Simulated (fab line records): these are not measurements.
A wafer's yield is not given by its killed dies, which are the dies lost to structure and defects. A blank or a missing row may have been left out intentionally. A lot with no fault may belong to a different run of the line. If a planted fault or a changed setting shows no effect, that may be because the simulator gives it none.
Comparing a struck lot with a sound one | flow gf180mcu | 14 steps out of a route of 602
Sound: the wafers L697.1, L697.5, L697.6. Wafers struck: L706.4, L706.5, L706.6. The cause is named last.
Each step with rows lists, per side, the tool, then ch with its chambers, then its first start. Under that, the readings that differ: sound wafers | struck wafers | difference of the means | sigmas: that difference in standard deviations of wafers without a fault.
alike: readings with means less than 2 such deviations apart, plus words and numbers identical on both sides. not compared: withheld readings, readings lacking a value on some wafer, bounds such as >300 that could conceal the same value, and numbers that have no deviation in the record and whose values overlap.
Wherever a step has rows on one side only, a row that says differs or no value, or a row with sigmas, the two part there. Numbers that have no deviation but don't overlap get no sigmas and don't part them. Lack of a reading on every wafer of one side parts them only where that side has two or more wafers.

first, 1 step without rows for these wafers: GF_DUAL_GATE_WET_ETCH_12 (etches SiO2 in dHF, target depth 13 nm, time 260 s).
GF_DUAL_GATE_STRIP_13: strips in O2/N2.
  sound on plasmaAsher-01 ch 0,1, day 10 11:17; struck on plasmaAsher-01 ch 0,1, day 12 14:53
  alike: drypumpMotorCurrentA, heaterPowerW, o2FlowSccm, oesProductAu, stripTimeToEndpointS
  not compared: rfHoursCounterH
then, 3 steps without rows for these wafers: GF_DUAL_GATE_CLEAN_14 (cleans in SC1/SC2, time 150 s); GF_DUAL_GATE_OXIDATION_15 (stabilise 600 s, purge 300 s, target thk 7.098 nm); GF_POLY_GATE_CVD_00 (deposits poly-Si, target thk 200 nm, time 1200 s).
GF_POLY_GATE_THK_MEAS_01:
  sound on filmMetro-01, day 10 14:20; struck on filmMetro-04, day 12 17:55
  alike: POLY_GATE_CVD_00_THK
then, 6 steps without rows for these wafers: GF_POLY_GATE_DEHYDRATE_02 (time 60 s); GF_POLY_GATE_HMDS_03 (prime time 60 s); GF_POLY_GATE_COAT_04; GF_POLY_GATE_COAT_05 (resist thk 700 nm); GF_POLY_GATE_SOFTBAKE_06 (time 60 s); GF_POLY_GATE_EXPOSE_07 (exposes mask Poly2, target cd 280 nm).
GF_POLY_GATE_PEB_08: peb time 90 s.
  sound on lithoTrack-01 ch 0, day 11 08:20; struck on lithoTrack-01, day 13 13:26
  no value came back on the struck wafers for chillPlateTempC (C), exhaustPa (Pa), heaterPowerTotalW (W), plateTempC (C); on the sound wafers chillPlateTempC (C) reads 23.11 23.09 22.97
then, 1 step without rows for these wafers: GF_POLY_GATE_DEVELOP_09 (develop time 60 s).

## WHERE THEY PART
GF_POLY_GATE_PEB_08 only, going by this record.

WHY: the cause the simulator had injected
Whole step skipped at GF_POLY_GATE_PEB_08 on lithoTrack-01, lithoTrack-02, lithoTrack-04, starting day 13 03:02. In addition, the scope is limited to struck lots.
